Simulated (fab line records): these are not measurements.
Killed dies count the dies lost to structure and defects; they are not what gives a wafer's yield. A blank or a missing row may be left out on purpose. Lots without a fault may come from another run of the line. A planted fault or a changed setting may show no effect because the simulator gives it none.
Which tool is to blame? / flow sky130 / 72 wafers from 24 lots sampled at 6 of the route's 708 steps

## WHAT THE GAUGES SHOWED, per wafer
SKY_SONOS_ONO_THK_MEAS_05. Usual: SONOS_ONO_CVD_04_THK 5.70 nm, standard deviation 0.099.
lot=L074; measured=day 11 15:13; on=film_metro-02; SONOS_ONO_CVD_04_THK (nm)=5.77 5.87 5.72; flag=
lot=L075; measured=day 11 23:54; on=film_metro-02; SONOS_ONO_CVD_04_THK (nm)=5.65 5.70 5.70; flag=
lot=L076; measured=day 12 08:56; on=film_metro-02; SONOS_ONO_CVD_04_THK (nm)=5.59 5.70 5.71; flag=
lot=L077; measured=day 12 15:57; on=film_metro-03; SONOS_ONO_CVD_04_THK (nm)=5.69 5.60 5.76; flag=
lot=L078; measured=day 12 23:04; on=film_metro-01; SONOS_ONO_CVD_04_THK (nm)=5.79 5.77 5.71; flag=
lot=L079; measured=day 13 08:25; on=film_metro-03; SONOS_ONO_CVD_04_THK (nm)=5.71 5.69 5.56; flag=
lot=L080; measured=day 13 15:25; on=film_metro-03; SONOS_ONO_CVD_04_THK (nm)=5.80 5.83 5.88; flag=
lot=L081; measured=day 14 01:31; on=film_metro-01; SONOS_ONO_CVD_04_THK (nm)=5.66 5.60 5.64; flag=
lot=L082; measured=day 14 05:53; on=film_metro-01; SONOS_ONO_CVD_04_THK (nm)=5.67 5.65 5.78; flag=
lot=L083; measured=day 14 14:17; on=film_metro-02; SONOS_ONO_CVD_04_THK (nm)=5.58 5.54 5.58; flag=
lot=L084; measured=day 15 03:52; on=film_metro-03; SONOS_ONO_CVD_04_THK (nm)=5.74 5.85 5.65; flag=
lot=L085; measured=day 15 07:07; on=film_metro-03; SONOS_ONO_CVD_04_THK (nm)=5.71 5.82 5.77; flag=
lot=L086; measured=day 15 12:55; on=film_metro-01; SONOS_ONO_CVD_04_THK (nm)=5.67 5.72 5.65; flag=
lot=L087; measured=day 15 20:29; on=film_metro-03; SONOS_ONO_CVD_04_THK (nm)=5.50 5.54 5.54; flag=
lot=L088; measured=day 16 01:56; on=film_metro-03; SONOS_ONO_CVD_04_THK (nm)=5.68 5.63 5.66; flag=
lot=L089; measured=day 16 15:46; on=film_metro-02; SONOS_ONO_CVD_04_THK (nm)=5.74 5.68 5.58; flag=
lot=L090; measured=day 16 19:56; on=film_metro-03; SONOS_ONO_CVD_04_THK (nm)=5.69 5.58 5.71; flag=
lot=L091; measured=day 17 15:16; on=film_metro-01; SONOS_ONO_CVD_04_THK (nm)=5.80 5.73 5.87; flag=
lot=L092; measured=day 17 16:38; on=film_metro-03; SONOS_ONO_CVD_04_THK (nm)=5.74 5.66 5.69; flag=
lot=L093; measured=day 17 22:26; on=film_metro-02; SONOS_ONO_CVD_04_THK (nm)=5.97 5.95 5.94; flag=
lot=L094; measured=day 18 08:58; on=film_metro-01; SONOS_ONO_CVD_04_THK (nm)=5.64 5.50 5.58; flag=
lot=L095; measured=day 18 08:58; on=film_metro-02; SONOS_ONO_CVD_04_THK (nm)=5.65 5.69 5.72; flag=
lot=L096; measured=day 18 19:17; on=film_metro-02; SONOS_ONO_CVD_04_THK (nm)=5.77 5.83 5.71; flag=
lot=L097; measured=day 19 00:23; on=film_metro-03; SONOS_ONO_CVD_04_THK (nm)=5.83 5.72 5.81; flag=

SKY_VIA2_OVL_MEAS_13. Usual: VIA2_OVL -1 nm, standard deviation 5.7.
lot=L074; measured=day 36 01:29; on=overlay-01; VIA2_OVL (nm)=0 4 -1; flag=
lot=L075; measured=day 36 14:18; on=overlay-01; VIA2_OVL (nm)=3 9 4; flag=
lot=L076; measured=day 36 21:56; on=overlay-01; VIA2_OVL (nm)=2 0 -4; flag=
lot=L077; measured=day 37 02:51; on=overlay-02; VIA2_OVL (nm)=-3 -1 -5; flag=
lot=L078; measured=day 37 20:48; on=overlay-01; VIA2_OVL (nm)=-9 -7 -7; flag=
lot=L079; measured=day 38 00:33; on=overlay-02; VIA2_OVL (nm)=-13 -4 -10; flag=
lot=L080; measured=day 38 04:27; on=overlay-01; VIA2_OVL (nm)=1 6 0; flag=
lot=L081; measured=day 38 16:34; on=overlay-02; VIA2_OVL (nm)=-1 -2 2; flag=
lot=L082; measured=day 38 18:23; on=overlay-01; VIA2_OVL (nm)=-4 8 0; flag=
lot=L083; measured=day 39 00:04; on=overlay-02; VIA2_OVL (nm)=-3 -4 -5; flag=
lot=L084; measured=day 39 16:21; on=overlay-02; VIA2_OVL (nm)=0 2 0; flag=
lot=L085; measured=day 39 17:07; on=overlay-01; VIA2_OVL (nm)=10 -7 -3; flag=
lot=L086; measured=day 40 02:25; on=overlay-01; VIA2_OVL (nm)=0 -2 6; flag=
lot=L087; measured=day 40 05:36; on=overlay-01; VIA2_OVL (nm)=-8 -6 -3; flag=
lot=L088; measured=day 40 09:51; on=overlay-02; VIA2_OVL (nm)=-1 -3 5; flag=
lot=L089; measured=day 40 17:44; on=overlay-01; VIA2_OVL (nm)=-5 5 -3; flag=
lot=L090; measured=day 41 04:03; on=overlay-02; VIA2_OVL (nm)=-8 -6 -3; flag=
lot=L091; measured=day 41 17:31; on=overlay-01; VIA2_OVL (nm)=-10 -9 -4; flag=
lot=L092; measured=day 42 02:43; on=overlay-02; VIA2_OVL (nm)=12 6 15; flag=
lot=L093; measured=day 42 05:33; on=overlay-01; VIA2_OVL (nm)=-3 -1 8; flag=
lot=L094; measured=day 42 07:30; on=overlay-01; VIA2_OVL (nm)=-4 -2 -1; flag=
lot=L095; measured=day 42 08:10; on=overlay-02; VIA2_OVL (nm)=1 -4 -6; flag=
lot=L096; measured=day 42 13:55; on=overlay-02; VIA2_OVL (nm)=10 9 10; flag=
lot=L097; measured=day 42 17:40; on=overlay-01; VIA2_OVL (nm)=-6 1 -7; flag=

SKY_METAL3_CD_MEAS_13: the cd target is 300 nm. Usual: cd_nm at 299.7 nm, with a standard deviation of 1.7.
lot=L074; measured=day 38 07:47; on=cd_sem-01; cd_nm (nm)=299.1 297.2 297.3; flag=
lot=L075; measured=day 38 20:13; on=cd_sem-02; cd_nm (nm)=298.2 298.5 298.3; flag=
lot=L076; measured=day 39 02:29; on=cd_sem-02; cd_nm (nm)=295.6 295.8 296.0; flag=
lot=L077; measured=day 39 07:42; on=cd_sem-02; cd_nm (nm)=298.6 299.4 300.0; flag=
lot=L078; measured=day 40 00:20; on=cd_sem-01; cd_nm (nm)=299.3 300.7 299.5; flag=
lot=L079; measured=day 40 04:21; on=cd_sem-02; cd_nm (nm)=296.5 296.8 297.4; flag=
lot=L080; measured=day 40 08:07; on=cd_sem-02; cd_nm (nm)=299.1 299.4 301.6; flag=
lot=L081; measured=day 40 20:28; on=cd_sem-01; cd_nm (nm)=300.7 300.3 299.9; flag=
lot=L082; measured=day 40 21:32; on=cd_sem-01; cd_nm (nm)=300.7 299.4 300.0; flag=
lot=L083; measured=day 41 02:25; on=cd_sem-01; cd_nm (nm)=301.6 302.1 303.3; flag=
lot=L084; measured=day 41 17:16; on=cd_sem-01; cd_nm (nm)=299.7 301.4 300.6; flag=
lot=L085; measured=day 41 20:02; on=cd_sem-02; cd_nm (nm)=298.5 299.3 300.0; flag=
lot=L086; measured=day 42 05:06; on=cd_sem-01; cd_nm (nm)=299.3 298.0 297.3; flag=
lot=L087; measured=day 42 08:33; on=cd_sem-01; cd_nm (nm)=301.8 301.6 302.2; flag=
lot=L088; measured=day 42 11:41; on=cd_sem-02; cd_nm (nm)=302.6 302.7 302.9; flag=
lot=L089; measured=day 42 19:25; on=cd_sem-01; cd_nm (nm)=299.7 300.1 300.3; flag=
lot=L090; measured=day 43 06:00; on=cd_sem-01; cd_nm (nm)=301.2 300.0 300.6; flag=
lot=L091; measured=day 43 18:33; on=cd_sem-02; cd_nm (nm)=298.8 300.3 299.3; flag=
lot=L092; measured=day 44 02:57; on=cd_sem-01; cd_nm (nm)=299.8 298.9 300.7; flag=
lot=L093; measured=day 44 06:08; on=cd_sem-02; cd_nm (nm)=296.5 297.3 297.1; flag=
lot=L094; measured=day 44 08:24; on=cd_sem-02; cd_nm (nm)=301.4 299.9 299.8; flag=
lot=L095; measured=day 44 09:03; on=cd_sem-01; cd_nm (nm)=299.7 298.8 299.5; flag=
lot=L096; measured=day 44 13:18; on=cd_sem-02; cd_nm (nm)=299.8 299.5 299.7; flag=
lot=L097; measured=day 44 16:49; on=cd_sem-01; cd_nm (nm)=299.3 299.9 300.3; flag=

SKY_VIA4_THK_MEAS_01. Usual: VIA4_HDPCVD_THK 1747 nm, standard deviation 17.
lot=L074; measured=day 41 14:29; on=film_metro-02; VIA4_HDPCVD_THK (nm)=1724 1718 1732; flag=
lot=L075; measured=day 42 03:04; on=film_metro-02; VIA4_HDPCVD_THK (nm)=1734 1745 1718; flag=
lot=L076; measured=day 42 07:43; on=film_metro-02; VIA4_HDPCVD_THK (nm)=1741 1728 1746; flag=
lot=L077; measured=day 42 14:42; on=film_metro-02; VIA4_HDPCVD_THK (nm)=1720 1720 1713; flag=
lot=L078; measured=day 43 05:31; on=film_metro-01; VIA4_HDPCVD_THK (nm)=1747 1763 1771; flag=
lot=L079; measured=day 43 09:38; on=film_metro-01; VIA4_HDPCVD_THK (nm)=1744 1715 1724; flag=
lot=L080; measured=day 43 13:04; on=film_metro-02; VIA4_HDPCVD_THK (nm)=1763 1749 1757; flag=
lot=L081; measured=day 43 23:45; on=film_metro-01; VIA4_HDPCVD_THK (nm)=1759 1759 1761; flag=
lot=L082; measured=day 44 01:12; on=film_metro-02; VIA4_HDPCVD_THK (nm)=1732 1765 1755; flag=
lot=L083; measured=day 44 07:17; on=film_metro-03; VIA4_HDPCVD_THK (nm)=1747 1773 1746; flag=
lot=L084; measured=day 44 19:22; on=film_metro-02; VIA4_HDPCVD_THK (nm)=1749 1739 1754; flag=
lot=L085; measured=day 44 21:43; on=film_metro-01; VIA4_HDPCVD_THK (nm)=1752 1754 1765; flag=
lot=L086; measured=day 45 07:25; on=film_metro-01; VIA4_HDPCVD_THK (nm)=1760 1739 1771; flag=
lot=L087; measured=day 45 09:42; on=film_metro-03; VIA4_HDPCVD_THK (nm)=1751 1749 1731; flag=
lot=L088; measured=day 45 12:01; on=film_metro-01; VIA4_HDPCVD_THK (nm)=1757 1767 1768; flag=
lot=L089; measured=day 45 19:13; on=film_metro-02; VIA4_HDPCVD_THK (nm)=1766 1742 1758; flag=
lot=L090; measured=day 46 05:01; on=film_metro-02; VIA4_HDPCVD_THK (nm)=1763 1775 1738; flag=
lot=L091; measured=day 46 15:12; on=film_metro-01; VIA4_HDPCVD_THK (nm)=1754 1729 1753; flag=
lot=L092; measured=day 46 23:23; on=film_metro-02; VIA4_HDPCVD_THK (nm)=1734 1741 1743; flag=
lot=L093; measured=day 47 02:42; on=film_metro-03; VIA4_HDPCVD_THK (nm)=1745 1755 1764; flag=
lot=L094; measured=day 47 04:52; on=film_metro-02; VIA4_HDPCVD_THK (nm)=1733 1736 1748; flag=
lot=L095; measured=day 47 06:01; on=film_metro-01; VIA4_HDPCVD_THK (nm)=1742 1759 1738; flag=
lot=L096; measured=day 47 09:19; on=film_metro-03; VIA4_HDPCVD_THK (nm)=1735 1763 1792; flag=
lot=L097; measured=day 47 12:26; on=film_metro-03; VIA4_HDPCVD_THK (nm)=1754 1740 1716; flag=

SKY_PAD_OPEN_BOW_MEAS_13. Usual: PAD_OPEN_BOW 49 um, standard deviation 7.8.
lot=L074; measured=day 45 14:53; on=film_metro-04; PAD_OPEN_BOW (um)=48 51 52; flag=
lot=L075; measured=day 46 02:29; on=film_metro-01; PAD_OPEN_BOW (um)=48 57 62; flag=
lot=L076; measured=day 46 05:38; on=film_metro-04; PAD_OPEN_BOW (um)=58 54 53; flag=
lot=L077; measured=day 46 12:48; on=film_metro-01; PAD_OPEN_BOW (um)=57 70 49; flag=
lot=L078; measured=day 47 00:35; on=film_metro-03; PAD_OPEN_BOW (um)=51 47 60; flag=
lot=L079; measured=day 47 04:48; on=film_metro-03; PAD_OPEN_BOW (um)=53 43 41; flag=
lot=L080; measured=day 47 08:46; on=film_metro-01; PAD_OPEN_BOW (um)=46 50 40; flag=
lot=L081; measured=day 47 15:29; on=film_metro-01; PAD_OPEN_BOW (um)=48 38 46; flag=
lot=L082; measured=day 47 17:00; on=film_metro-01; PAD_OPEN_BOW (um)=31 39 34; flag=
lot=L083; measured=day 47 22:31; on=film_metro-04; PAD_OPEN_BOW (um)=40 50 44; flag=
lot=L084; measured=day 48 09:19; on=film_metro-04; PAD_OPEN_BOW (um)=50 51 51; flag=
lot=L085; measured=day 48 11:25; on=film_metro-04; PAD_OPEN_BOW (um)=43 34 31; flag=
lot=L086; measured=day 48 20:42; on=film_metro-04; PAD_OPEN_BOW (um)=50 45 48; flag=
lot=L087; measured=day 48 21:40; on=film_metro-01; PAD_OPEN_BOW (um)=47 50 46; flag=
lot=L088; measured=day 48 23:56; on=film_metro-01; PAD_OPEN_BOW (um)=49 52 52; flag=
lot=L089; measured=day 49 06:35; on=film_metro-01; PAD_OPEN_BOW (um)=53 44 58; flag=
lot=L090; measured=day 49 13:52; on=film_metro-01; PAD_OPEN_BOW (um)=60 61 55; flag=
lot=L091; measured=day 49 23:38; on=film_metro-01; PAD_OPEN_BOW (um)=57 44 58; flag=
lot=L092; measured=day 50 06:20; on=film_metro-03; PAD_OPEN_BOW (um)=43 36 44; flag=
lot=L093; measured=day 50 07:59; on=film_metro-01; PAD_OPEN_BOW (um)=65 61 56; flag=
lot=L094; measured=day 50 09:33; on=film_metro-01; PAD_OPEN_BOW (um)=49 44 52; flag=
lot=L095; measured=day 50 11:03; on=film_metro-01; PAD_OPEN_BOW (um)=50 56 41; flag=
lot=L096; measured=day 50 13:32; on=film_metro-01; PAD_OPEN_BOW (um)=51 55 49; flag=
lot=L097; measured=day 50 16:56; on=film_metro-03; PAD_OPEN_BOW (um)=57 31 47; flag=

## TOOL THAT RAN EACH LOT (tool first, then ch and the chambers of the sampled wafers, then the start)
lot=L074; SKY_VIA2_CVD_21=cvd_w-01 ch 0, day 36 02:21
lot=L075; SKY_VIA2_CVD_21=cvd_w-02 ch 0,1, day 36 15:08
lot=L076; SKY_VIA2_CVD_21=cvd_w-02 ch 0,1, day 36 22:46
lot=L077; SKY_VIA2_CVD_21=cvd_w-01 ch 0,1, day 37 03:39
lot=L078; SKY_VIA2_CVD_21=cvd_w-01 ch 0,1, day 37 21:37
lot=L079; SKY_VIA2_CVD_21=cvd_w-02 ch 0,1, day 38 01:31
lot=L080; SKY_VIA2_CVD_21=cvd_w-01 ch 0,1, day 38 05:25
lot=L081; SKY_VIA2_CVD_21=cvd_w-02 ch 0,1, day 38 17:25
lot=L082; SKY_VIA2_CVD_21=cvd_w-02 ch 0,1, day 38 19:13
lot=L083; SKY_VIA2_CVD_21=cvd_w-02 ch 0,1, day 39 01:02
lot=L084; SKY_VIA2_CVD_21=cvd_w-01 ch 0, day 39 17:08
lot=L085; SKY_VIA2_CVD_21=cvd_w-02 ch 0,1, day 39 17:55
lot=L086; SKY_VIA2_CVD_21=cvd_w-02 ch 0, day 40 03:13
lot=L087; SKY_VIA2_CVD_21=cvd_w-02 ch 0,1, day 40 06:28
lot=L088; SKY_VIA2_CVD_21=cvd_w-02 ch 0,1, day 40 10:41
lot=L089; SKY_VIA2_CVD_21=cvd_w-01 ch 0,1, day 40 18:35
lot=L090; SKY_VIA2_CVD_21=cvd_w-02 ch 0,1, day 41 04:56
lot=L091; SKY_VIA2_CVD_21=cvd_w-02 ch 0,1, day 41 18:19
lot=L092; SKY_VIA2_CVD_21=cvd_w-01 ch 0,1, day 42 03:31
lot=L093; SKY_VIA2_CVD_21=cvd_w-01 ch 0,1, day 42 06:23
lot=L094; SKY_VIA2_CVD_21=cvd_w-01 ch 0,1, day 42 08:17
lot=L095; SKY_VIA2_CVD_21=cvd_w-02 ch 0,1, day 42 09:00
lot=L096; SKY_VIA2_CVD_21=cvd_w-02 ch 0,1, day 42 14:43
lot=L097; SKY_VIA2_CVD_21=cvd_w-02 ch 0,1, day 42 18:28
- SKY_VIA2_CVD_21: deposits W, target thk 420 nm, time 126.4 s.

## AS READ BY THE TOOLS THEMSELVES (means over the sampled wafers that have a number; for cases with no such wafer, the mark the record gives instead)
SKY_VIA2_CVD_21. Usual: chamber_pressure_Torr 40.00 Torr, standard deviation 0.093; heater_power_w 870 W, standard deviation 71.
lot=L074; tool=cvd_w-01; chamber_pressure_Torr (Torr)=40.06; heater_power_w (W)=800; flag=
lot=L075; tool=cvd_w-02; chamber_pressure_Torr (Torr)=40.05; heater_power_w (W)=924; flag=
lot=L076; tool=cvd_w-02; chamber_pressure_Torr (Torr)=40.01; heater_power_w (W)=907; flag=
lot=L077; tool=cvd_w-01; chamber_pressure_Torr (Torr)=39.99; heater_power_w (W)=888; flag=
lot=L078; tool=cvd_w-01; chamber_pressure_Torr (Torr)=39.94; heater_power_w (W)=832; flag=
lot=L079; tool=cvd_w-02; chamber_pressure_Torr (Torr)=39.97; heater_power_w (W)=889; flag=
lot=L080; tool=cvd_w-01; chamber_pressure_Torr (Torr)=40.01; heater_power_w (W)=900; flag=
lot=L081; tool=cvd_w-02; chamber_pressure_Torr (Torr)=39.97; heater_power_w (W)=867; flag=
lot=L082; tool=cvd_w-02; chamber_pressure_Torr (Torr)=39.89; heater_power_w (W)=868; flag=
lot=L083; tool=cvd_w-02; chamber_pressure_Torr (Torr)=40.13; heater_power_w (W)=892; flag=
lot=L084; tool=cvd_w-01; chamber_pressure_Torr (Torr)=39.88; heater_power_w (W)=756; flag=
lot=L085; tool=cvd_w-02; chamber_pressure_Torr (Torr)=39.93; heater_power_w (W)=880; flag=
lot=L086; tool=cvd_w-02; chamber_pressure_Torr (Torr)=40.03; heater_power_w (W)=952; flag=
lot=L087; tool=cvd_w-02; chamber_pressure_Torr (Torr)=39.97; heater_power_w (W)=924; flag=
lot=L088; tool=cvd_w-02; chamber_pressure_Torr (Torr)=39.88; heater_power_w (W)=912; flag=
lot=L089; tool=cvd_w-01; chamber_pressure_Torr (Torr)=39.96; heater_power_w (W)=794; flag=
lot=L090; tool=cvd_w-02; chamber_pressure_Torr (Torr)=40.02; heater_power_w (W)=865; flag=
lot=L091; tool=cvd_w-02; chamber_pressure_Torr (Torr)=40.03; heater_power_w (W)=920; flag=
lot=L092; tool=cvd_w-01; chamber_pressure_Torr (Torr)=39.98; heater_power_w (W)=836; flag=
lot=L093; tool=cvd_w-01; chamber_pressure_Torr (Torr)=40.01; heater_power_w (W)=841; flag=
lot=L094; tool=cvd_w-01; chamber_pressure_Torr (Torr)=40.10; heater_power_w (W)=838; flag=
lot=L095; tool=cvd_w-02; chamber_pressure_Torr (Torr)=39.98; heater_power_w (W)=915; flag=
lot=L096; tool=cvd_w-02; chamber_pressure_Torr (Torr)=39.97; heater_power_w (W)=916; flag=
lot=L097; tool=cvd_w-02; chamber_pressure_Torr (Torr)=40.00; heater_power_w (W)=876; flag=

## THE ANSWER, worked out from the rows above alone
Rule: a lot is off if the mean of its wafers that have a number lies more than 3 standard deviations from the usual mean. A lot without any number at a reading at which 4 lots or more have one is off too. Where the step has rows for the other lots, those lots are counted as sound. Order of review: gauges by route order, followed by the tools' own readings, for which a lot's mean as printed above is used. The first step at which some lot is off is used, and at that step the reading that is off furthest; a lot without a number counts as furthest.
None of the lots is off at any reading shown; this tells nothing.

## WHAT THE SIMULATOR HAD PUT IN
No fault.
